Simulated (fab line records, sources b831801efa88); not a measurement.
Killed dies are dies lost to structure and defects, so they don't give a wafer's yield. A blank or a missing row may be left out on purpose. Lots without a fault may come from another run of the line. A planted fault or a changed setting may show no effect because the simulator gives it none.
fab line records | flow sfq_line
record lots=14 wafers=42 last_day=87
route steps=325 shown R5@216 M6@252 I6@276 M7@292 I7@303
lots that met no fault: from a run of the same line without faults
start_h: hours from the record's first day to the start of the lot's first wafer shown | wait_h: hours since the lot's step before | " the same as in the row above | L1.1+2: a row that stands for several wafers | - no value, or no start given | * or withheld: withheld | < > ~ a bound
route shown NAME@n: a module of which the file shows steps, and the number in the route of the first | usual: mean/standard deviation of fault-free wafers | same: alike in all rows | chamber/n: place in a boat | sites: the reading at each site | _std_site: their standard deviation | _edge_site: outer sites' mean less inner sites' | radius_mm: how far each site lies from the wafer's centre | mask NAME#n: copy n | behind: the tool/chamber that last shaped the wafer | hold: why the lot was held/for how many hours/how that ended | device: the transistor (n, p or np) that didn't switch | end of line: the same wafers' tests at the end of the route | a step without rows: its recipe alone | killed: dies lost to structure and defects at the first sort, not the wafer's yield | map: a wafer's dies, x killed, . not, _ none there
set.NAME: the setting as run; set.NAME@STEP: as run at that earlier step | model.NAME: the simulator's own value behind a step, which no gauge read
steps of the route over a sample of lots; a table a step, a row a wafer
services: from which hour (start_h, from the record's first day; less than 0 if before it) a tool's chamber was out of use, for how many hours, and why
## steps
# step SFQ_R5_THK_MEAS_934
# recipe thk_meas_gauge=xrf reads=MoNx_of_TRILAYER_R5_DEP_SPUTTER_133
# usual R5_MONX_THK=40.6/0.51
# columns lot.wafer tool chamber start_h wait_h R5_MONX_THK[nm]
L237.1 film_metro-04 - 1439.69 0.1 40.8
L237.5 " - " " 40.7
L237.6 " - " " 40.1
L238.1 film_metro-04 - 1445.96 0.1 40.2
L238.3 " - " " 39.9
L238.4 " - " " 39.2
L239.2 film_metro-03 - 1457.70 0.1 39.9
L239.4 " - " " 40.1
L239.6 " - " " 40.1
L240.2 film_metro-02 - 1460.97 0.1 40.7
L240.5 " - " " 40.6
L240.6 " - " " 40.0
L249.1 film_metro-02 - 1632.97 0.1 40.9
L249.4 " - " " 41.0
L249.6 " - " " 41.0
L250.3 film_metro-04 - 1637.79 0.1 41.3
L250.4 " - " " 40.7
L250.6 " - " " 40.4
L251.1 film_metro-03 - 1643.77 0.1 41.5
L251.5 " - " " 40.4
L251.6 " - " " 41.0
L252.1 film_metro-02 - 1648.05 0.1 40.8
L252.3 " - " " 40.7
L252.6 " - " " 40.9
L253.1 film_metro-04 - 1651.65 0.1 40.7
L253.3 " - " " 40.0
L253.4 " - " " 40.1
L254.1 film_metro-03 - 1654.65 0.1 40.6
L254.3 " - " " 41.1
L254.4 " - " " 40.2
L256.1 film_metro-02 - 1658.97 0.1 41.0
L256.4 " - " " 41.0
L256.5 " - " " 40.9
L257.2 film_metro-04 - 1676.80 0.1 40.5
L257.3 " - " " 41.5
L257.4 " - " " 40.6
L259.1 film_metro-04 - 1681.59 0.1 41.3
L259.3 " - " " 41.7
L259.6 " - " " 41.1
L260.2 film_metro-03 - 1688.74 0.1 40.5
L260.5 " - " " 40.1
L260.6 " - " " 39.9
# step SFQ_TRILAYER_M6_DEP_SPUTTER_157
# recipe material=Nb base_pressure_pa=1.33e-06 chamber_pressure_pa=0.1333 substrate_temp_c=20 target_thk_nm=200 power_w=2000 time_s=133.3
# usual throttle_valve_pct=29.6/1.3
# columns lot.wafer tool chamber start_h wait_h throttle_valve_pct
L237.1 pvd_sputter-06 - 1460.70 0.0 27.3
L237.5 " - " " 27.1
L237.6 " - " " 30.3
L238.1 pvd_sputter-06 - 1464.30 0.0 29.6
L238.3 " - " " 27.4
L238.4 " - " " 30.1
L239.2 pvd_sputter-03 - 1472.31 0.0 28.5
L239.4 " - " " 30.0
L239.6 " - " " 29.1
L240.2 pvd_sputter-04 - 1473.51 0.0 32.3
L240.5 " - " " 29.8
L240.6 " - " " 32.7
L249.1 pvd_sputter-04 - 1833.11 0.0 32.3
L249.4 " - " " 29.9
L249.6 " - " " 31.6
L250.3 pvd_sputter-06 - 1837.92 0.0 27.1
L250.4 " - " " 30.1
L250.6 " - " " 30.3
L251.1 pvd_sputter-04 - 1840.31 0.0 29.1
L251.5 " - " " 29.2
L251.6 " - " " 31.1
L252.1 pvd_sputter-03 - 1842.71 0.0 29.2
L252.3 " - " " 28.6
L252.6 " - " " 29.3
L253.1 pvd_sputter-06 - 1848.71 0.0 29.8
L253.3 " - " " 27.3
L253.4 " - " " 30.3
L254.1 pvd_sputter-04 - 1851.27 0.0 32.6
L254.3 " - " " 29.4
L254.4 " - " " 29.7
L256.1 pvd_sputter-06 - 1855.40 0.0 30.0
L256.4 " - " " 30.0
L256.5 " - " " 30.0
L257.2 pvd_sputter-04 - 1861.40 0.0 31.1
L257.3 " - " " 29.8
L257.4 " - " " 32.6
L259.1 pvd_sputter-06 - 1866.20 0.0 30.0
L259.3 " - " " 30.0
L259.6 " - " " 29.7
L260.2 pvd_sputter-04 - 1871.00 0.0 31.2
L260.5 " - " " 29.4
L260.6 " - " " 32.8
# step SFQ_I6_OVL_MEAS_942
# usual I6_OVL=-2/6.2
# columns lot.wafer tool chamber start_h wait_h I6_OVL[nm]
L237.1 overlay-01 - 1672.42 0.1 -6
L237.5 " - " " 0
L237.6 " - " " -7
L238.1 overlay-01 - 1674.82 0.1 6
L238.3 " - " " 4
L238.4 " - " " 6
L239.2 overlay-01 - 1683.23 0.1 6
L239.4 " - " " 9
L239.6 " - " " 9
L240.2 overlay-01 - 1688.03 0.1 -1
L240.5 " - " " -6
L240.6 " - " " -7
L249.1 overlay-02 - 1926.29 0.1 -2
L249.4 " - " " 1
L249.6 " - " " 0
L250.3 overlay-02 - 1933.06 0.1 -21
L250.4 " - " " -15
L250.6 " - " " -12
L251.1 overlay-02 - 1936.65 0.1 2
L251.5 " - " " 2
L251.6 " - " " 1
L252.1 overlay-02 - 1939.05 0.1 -12
L252.3 " - " " -6
L252.6 " - " " -5
L253.1 overlay-02 - 1947.11 0.1 0
L253.3 " - " " 9
L253.4 " - " " 6
L254.1 overlay-02 - 1953.23 0.1 -5
L254.3 " - " " -8
L254.4 " - " " -5
L256.1 overlay-01 - 1958.67 0.1 -1
L256.4 " - " " -4
L256.5 " - " " 0
L257.2 overlay-01 - 1971.46 0.1 8
L257.3 " - " " -3
L257.4 " - " " 1
L259.1 overlay-01 - 1977.45 0.1 0
L259.3 " - " " 2
L259.6 " - " " 3
L260.2 overlay-01 - 1982.26 0.1 -6
L260.5 " - " " -4
L260.6 " - " " -7
# step SFQ_TRILAYER_M7_BARC_OPEN_METAL_ETCH_229
# recipe mask_material=PR chemistry=O2 target_depth_nm=125 target=BARC icp_w=600 bias_w=80 pressure_mtorr=10 time_s=41.7
# usual bias_w=80.01/0.25 chamber_pressure_mTorr=10.001/0.0086 drypump_motor_current_A=5.8/0.37 oes_product_au=0.684/0.0046
# columns lot.wafer tool chamber start_h wait_h bias_w chamber_pressure_mTorr drypump_motor_current_A oes_product_au rf_hours_counter_h
L237.1 rie_metal-02 1 1679.49 0.0 80.07 10.009 5.8 0.690 23
L237.5 " 1 " " 80.32 9.996 5.8 0.681 -
L237.6 " 1 " " 80.33 10.009 5.8 0.676 -
L238.1 rie_metal-04 1 1680.69 0.0 80.08 9.991 5.8 0.681 88
L238.3 " 1 " " 79.70 9.992 5.8 0.682 -
L238.4 " 0 " " 80.04 10.009 5.0 0.682 -
L239.2 rie_metal-01 0 1686.77 0.0 80.38 9.997 6.1 0.688 43
L239.4 " 0 " " 80.35 10.002 6.1 0.691 -
L239.6 " 1 " " 80.34 10.007 6.3 0.691 -
L240.2 rie_metal-01 0 1692.28 0.0 79.80 10.009 6.1 0.687 44
L240.5 " 0 " " 79.80 9.996 6.1 0.686 -
L240.6 " 1 " " 79.77 10.001 6.3 0.684 -
L249.1 rie_metal-02 1 1930.68 0.0 - - - - -
L249.4 " 0 " " - - - - -
L249.6 " 1 " " - - - - -
L250.3 rie_metal-01 0 1937.90 0.0 - - - - -
L250.4 " 1 " " - - - - -
L250.6 " 0 " " - - - - -
L251.1 rie_metal-02 1 1941.48 0.0 79.91 10.000 5.8 0.680 66
L251.5 " 0 " " 79.80 9.998 5.6 0.686 -
L251.6 " 1 " " 80.08 9.999 5.8 0.682 -
L252.1 rie_metal-04 1 1942.68 0.0 80.24 10.005 5.8 0.685 130
L252.3 " 1 " " 80.03 9.993 5.8 0.687 -
L252.6 " 0 " " 80.36 10.010 5.0 0.687 -
L253.1 rie_metal-02 1 1950.78 0.0 80.16 10.004 5.7 0.686 67
L253.3 " 0 " " 80.39 10.002 5.7 0.684 -
L253.4 " 1 " " 80.48 9.998 5.8 0.682 -
L254.1 rie_metal-02 0 1957.51 0.0 80.18 10.004 5.6 0.678 5
L254.3 " 0 " " 79.70 9.997 5.6 0.682 -
L254.4 " 1 " " 79.73 10.009 5.7 0.673 -
L256.1 rie_metal-04 0 1962.31 0.0 79.87 9.994 5.0 0.685 57
L256.4 " 0 " " 79.88 10.001 5.0 0.680 -
L256.5 " 0 " " 80.30 10.000 5.0 0.685 -
L257.2 rie_metal-02 0 1978.69 0.0 79.92 10.003 5.6 0.682 9
L257.3 " 0 " " 79.92 9.988 5.6 0.690 -
L257.4 " 1 " " 80.34 10.025 5.7 0.679 -
L259.1 rie_metal-01 0 1984.69 0.0 80.26 9.997 6.1 0.693 90
L259.3 " 1 " " 79.83 10.000 6.3 0.687 -
L259.6 " 1 " " 80.04 9.997 6.3 0.683 -
L260.2 rie_metal-02 1 1989.49 0.0 80.19 10.000 5.7 0.681 75
L260.5 " 1 " " 79.91 9.992 5.8 0.688 -
L260.6 " 0 " " 80.01 9.991 5.6 0.679 -
# step SFQ_TRILAYER_M7_ETCH_METAL_ETCH_180
# recipe target=Nb stop_on=SiO2 mask_material=PR chemistry=Cl2/Ar target_depth_nm=240 icp_w=600 bias_w=80 pressure_mtorr=10 time_s=120
# usual bias_w=80.08/0.21 chamber_pressure_mTorr=10.000/0.0099 drypump_motor_current_A=5.8/0.37 oes_product_au=0.895/0.0081
# columns lot.wafer tool chamber start_h wait_h bias_w chamber_pressure_mTorr drypump_motor_current_A oes_product_au rf_hours_counter_h
L237.1 rie_metal-02 1 1679.61 0.1 79.99 9.998 5.7 0.890 23
L237.5 " 1 " " 80.09 10.030 5.7 0.904 -
L237.6 " 1 " " 79.86 10.001 5.7 0.898 -
L238.1 rie_metal-04 1 1680.75 0.0 79.85 9.998 5.8 0.896 88
L238.3 " 1 " " 79.88 10.008 5.8 0.903 -
L238.4 " 0 " " 79.82 10.000 5.0 0.893 -
L239.2 rie_metal-01 0 1686.83 0.0 79.86 9.990 6.1 0.889 43
L239.4 " 0 " " 79.94 9.997 6.1 0.887 -
L239.6 " 1 " " 79.54 10.005 6.3 0.898 -
L240.2 rie_metal-01 0 1692.34 0.0 79.93 10.015 6.1 0.908 44
L240.5 " 0 " " 80.58 9.998 6.1 0.890 -
L240.6 " 1 " " 80.20 10.001 6.3 0.904 -
L249.1 rie_metal-02 1 1930.74 0.0 80.45 10.014 5.8 0.370 64
L249.4 " 0 " " 80.23 9.985 5.6 0.383 -
L249.6 " 1 " " 80.42 10.015 5.7 0.378 -
L250.3 rie_metal-01 0 1937.98 0.1 80.09 9.984 6.1 0.374 -
L250.4 " 1 " " 80.18 9.996 6.3 0.372 -
L250.6 " 0 " " 79.98 9.995 6.1 0.379 -
L251.1 rie_metal-02 1 1941.54 0.0 80.27 9.995 5.7 0.901 66
L251.5 " 0 " " 80.42 9.991 5.6 0.897 -
L251.6 " 1 " " 80.27 9.992 5.7 0.887 -
L252.1 rie_metal-04 1 1942.74 0.0 79.86 9.996 5.8 0.897 130
L252.3 " 1 " " 79.97 9.998 5.8 0.892 -
L252.6 " 0 " " 80.29 10.007 5.0 0.898 -
L253.1 rie_metal-02 1 1950.84 0.0 79.89 9.989 5.7 0.903 67
L253.3 " 0 " " 80.11 9.996 5.6 0.904 -
L253.4 " 1 " " 79.94 9.998 5.7 0.891 -
L254.1 rie_metal-02 0 1957.57 0.0 80.39 9.997 5.6 0.883 5
L254.3 " 0 " " 80.16 10.016 5.6 0.902 -
L254.4 " 1 " " 79.99 10.007 5.8 0.904 -
L256.1 rie_metal-04 0 1962.43 0.1 80.00 10.024 5.0 0.890 57
L256.4 " 0 " " 79.92 10.000 5.0 0.877 -
L256.5 " 0 " " 79.86 9.994 5.0 0.875 -
L257.2 rie_metal-02 0 1978.74 0.0 79.95 9.993 5.6 0.892 9
L257.3 " 0 " " 79.74 10.002 5.7 0.900 -
L257.4 " 1 " " 80.18 9.997 5.8 0.893 -
L259.1 rie_metal-01 0 1984.74 0.0 80.34 9.992 6.2 0.892 90
L259.3 " 1 " " 79.74 10.008 6.3 0.895 -
L259.6 " 1 " " 80.05 10.005 6.3 0.896 -
L260.2 rie_metal-02 1 1989.54 0.0 79.90 10.012 5.8 0.883 75
L260.5 " 1 " " 80.07 9.996 5.8 0.888 -
L260.6 " 0 " " 80.20 9.993 5.6 0.881 -
# step SFQ_TRILAYER_I7_VIA_LITHO_EXPOSE_188
# recipe mask_id=I7 na=0.6 source_shape=conventional sigma_outer=0.65 target_cd_nm=1000 dose_mj=21.3
# usual exposure_dose_mJ_cm2=21.301/0.019 focus_offset_nm=-0.1/0.42 reticle_temp_C=23.01/0.11
# columns lot.wafer tool chamber start_h wait_h mask exposure_dose_mJ_cm2 focus_offset_nm reticle_temp_C
L237.1 krf_scanner-02 0 1778.82 - I7#0 21.297 -0.2 22.96
L237.5 " 0 " " I7#0 21.281 0.0 23.12
L237.6 " 0 " " I7#0 21.309 0.0 23.08
L238.1 krf_scanner-01 0 1780.18 - I7#0 21.296 0.2 22.92
L238.3 " 0 " " I7#0 21.279 0.7 23.10
L238.4 " 0 " " I7#0 21.330 0.1 22.95
L239.2 krf_scanner-01 0 1781.58 - I7#0 21.349 -0.2 22.78
L239.4 " 0 " " I7#0 21.311 0.6 22.78
L239.6 " 0 " " I7#0 21.318 0.6 22.77
L240.2 krf_scanner-01 0 1782.78 - I7#0 21.279 -0.2 23.10
L240.5 " 0 " " I7#0 21.295 0.1 23.02
L240.6 " 0 " " I7#0 21.283 -0.9 23.16
L249.1 krf_scanner-01 - 2019.25 - I7#0 - - -
L249.4 " - " " I7#0 - - -
L249.6 " - " " I7#0 - - -
L250.3 krf_scanner-01 - 2023.25 - I7#0 - - -
L250.4 " - " " I7#0 - - -
L250.6 " - " " I7#0 - - -
L251.1 krf_scanner-01 0 2027.65 - I7#0 21.277 -0.2 23.22
L251.5 " 0 " " I7#0 21.315 -0.1 23.09
L251.6 " 0 " " I7#0 21.274 -0.2 23.10
L252.1 krf_scanner-01 0 2028.85 - I7#0 21.283 -0.7 23.08
L252.3 " 0 " " I7#0 21.278 -0.1 23.01
L252.6 " 0 " " I7#0 21.296 -0.1 22.98
L253.1 krf_scanner-01 0 2032.45 - I7#0 21.274 -0.1 22.95
L253.3 " 0 " " I7#0 21.321 -0.8 23.00
L253.4 " 0 " " I7#0 21.334 -0.7 23.04
L254.1 krf_scanner-02 0 2043.17 - I7#0 21.301 -1.0 22.95
L254.3 " 0 " " I7#0 21.305 0.0 22.98
L254.4 " 0 " " I7#0 21.297 0.0 23.02
L256.1 krf_scanner-01 0 2048.10 - I7#0 21.292 -0.3 22.91
L256.4 " 0 " " I7#0 21.289 0.4 22.99
L256.5 " 0 " " I7#0 21.312 -0.1 22.82
L257.2 krf_scanner-01 0 2061.42 - I7#0 21.308 1.2 23.01
L257.3 " 0 " " I7#0 21.299 0.4 23.15
L257.4 " 0 " " I7#0 21.271 0.2 23.13
L259.1 krf_scanner-01 0 2074.42 - I7#0 21.296 -0.1 23.04
L259.3 " 0 " " I7#0 21.317 -0.9 23.14
L259.6 " 0 " " I7#0 21.294 -0.7 23.12
L260.2 krf_scanner-01 0 2079.42 - I7#0 21.279 -0.6 22.81
L260.5 " 0 " " I7#0 21.309 -0.3 22.97
L260.6 " 0 " " I7#0 21.298 0.3 23.01
# step SFQ_TRILAYER_I7_VIA_ETCH_VIA_ETCH_190
# recipe target=SiO2 stop_on=Nb mask_material=PR taper_deg=20 chemistry=CHF3 target_depth_nm=260 source_w=500 bias_w=80 pressure_mtorr=30 time_s=withheld
# usual bias_w=80.01/0.24 chamber_pressure_mTorr=30.000/0.028 drypump_motor_current_A=5.6/0.3 oes_product_au=0.856/0.0052
# columns lot.wafer tool chamber start_h wait_h bias_w chamber_pressure_mTorr drypump_motor_current_A oes_product_au
L237.1 rie_diel-04 3 1780.40 0.0 79.47 29.997 5.4 0.862
L237.5 " 0 " " 79.69 29.988 5.3 0.860
L237.6 " 3 " " 79.66 30.020 5.4 0.854
L238.1 rie_diel-02 1 1781.76 0.0 80.02 30.009 5.0 0.854
L238.3 " 2 " " 79.73 30.034 6.0 0.852
L238.4 " 0 " " 80.00 30.081 5.6 0.848
L239.2 rie_diel-04 3 1782.96 0.0 80.13 29.999 5.4 0.853
L239.4 " 2 " " 80.07 29.980 5.6 0.857
L239.6 " 1 " " 79.71 29.960 6.0 0.855
L240.2 rie_diel-01 1 1784.18 0.0 80.05 30.009 5.8 0.852
L240.5 " 1 " " 79.84 30.014 5.9 0.858
L240.6 " 3 " " 80.19 30.013 5.2 0.858
L249.1 rie_diel-02 1 2020.82 0.0 79.92 29.976 5.0 0.369
L249.4 " 3 " " 80.44 29.984 5.6 0.370
L249.6 " 0 " " 79.99 30.017 5.6 0.375
L250.3 rie_diel-01 3 2024.42 0.0 79.98 29.999 5.2 0.382
L250.4 " 2 " " 80.27 29.976 6.0 0.378
L250.6 " 0 " " 79.78 29.957 5.8 0.375
L251.1 rie_diel-04 0 2029.22 0.0 79.45 30.026 5.3 0.860
L251.5 " 3 " " 80.10 30.045 5.4 0.869
L251.6 " 2 " " 79.55 30.006 5.6 0.857
L252.1 rie_diel-02 2 2030.42 0.0 79.79 29.983 6.0 0.856
L252.3 " 1 " " 80.29 30.005 4.9 0.852
L252.6 " 3 " " 80.40 29.998 5.6 0.866
L253.1 rie_diel-04 3 2034.02 0.0 80.25 30.010 5.4 0.855
L253.3 " 1 " " 80.66 30.000 6.0 0.852
L253.4 " 2 " " 79.77 30.017 5.6 0.858
L254.1 rie_diel-04 3 2044.75 0.0 79.52 30.023 5.4 0.863
L254.3 " 1 " " 80.05 30.035 6.0 0.861
L254.4 " 0 " " 80.11 30.034 5.3 0.849
L256.1 rie_diel-04 2 2049.67 0.0 80.07 30.061 5.6 0.855
L256.4 " 3 " " 79.59 30.016 5.4 0.860
L256.5 " 0 " " 79.79 29.997 5.3 0.856
L257.2 rie_diel-04 2 2062.80 0.0 80.11 29.969 5.6 0.857
L257.3 " 0 " " 80.19 30.039 5.3 0.863
L257.4 " 3 " " 80.04 30.007 5.4 0.861
L259.1 rie_diel-04 1 2076.00 0.0 80.27 29.995 6.0 0.853
L259.3 " 3 " " 79.96 29.998 5.4 0.849
L259.6 " 3 " " 79.92 29.964 5.4 0.853
L260.2 rie_diel-01 3 2080.80 0.0 80.43 29.968 5.2 0.857
L260.5 " 2 " " 80.00 30.005 6.0 0.857
L260.6 " 1 " " 79.89 30.013 5.9 0.851
## services
# columns tool chamber start_h hours kind
rie_metal-02 - 1437.83 1.4 pm
krf_scanner-01 - 1439.98 0.8 pm
krf_scanner-01 - 1441.93 0.8 pm
krf_scanner-01 - 1475.30 1.3 pm
krf_scanner-01 - 1542.60 4.0 pm
krf_scanner-01 - 1546.74 1.0 pm
krf_scanner-01 - 1600.01 0.6 repair
krf_scanner-01 - 1608.98 0.8 pm
krf_scanner-01 - 1611.95 1.4 repair
rie_metal-02 0 1613.74 14.9 repair
krf_scanner-01 - 1630.42 0.8 repair
krf_scanner-01 - 1650.58 1.3 pm
rie_metal-02 0 1671.76 24.8 repair
krf_scanner-01 - 1708.12 7.2 pm
krf_scanner-01 - 1716.64 1.0 pm
krf_scanner-01 - 1719.71 0.9 repair
krf_scanner-01 - 1733.64 0.3 repair
krf_scanner-01 - 1745.14 2.1 repair
krf_scanner-01 - 1778.06 0.8 pm
krf_scanner-01 - 1826.98 1.3 pm
krf_scanner-01 - 1847.48 3.6 pm
krf_scanner-01 - 1885.31 1.0 pm
rie_metal-02 - 1900.98 2.8 pm
krf_scanner-01 - 1901.21 1.2 repair
## key
first_sign step=SFQ_TRILAYER_M7_BARC_OPEN_METAL_ETCH_229 reading=tool_record direction=missing
effect step=SFQ_TRILAYER_M7_ETCH_METAL_ETCH_180 reading=oes_product_au direction=down sigmas=64 usual=0.895 struck=0.376
effect step=SFQ_TRILAYER_I7_VIA_LITHO_EXPOSE_188 reading=tool_record direction=missing
effect step=SFQ_TRILAYER_I7_VIA_ETCH_VIA_ETCH_190 reading=oes_product_au direction=down sigmas=92 usual=0.856 struck=0.375
met_at SFQ_TRILAYER_M7_BARC_OPEN_METAL_ETCH_229
struck_lots L249,L250
not_acting_at SFQ_R5_THK_MEAS_934,SFQ_TRILAYER_M6_DEP_SPUTTER_157,SFQ_I6_OVL_MEAS_942
onset_between 1692.28 1930.68
fault kind=skipped_step_whole tool=rie_metal-01,rie_metal-02 chamber=- onset_h=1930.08 steps=SFQ_TRILAYER_M7_BARC_OPEN_METAL_ETCH_229 scope=struck_lots_only
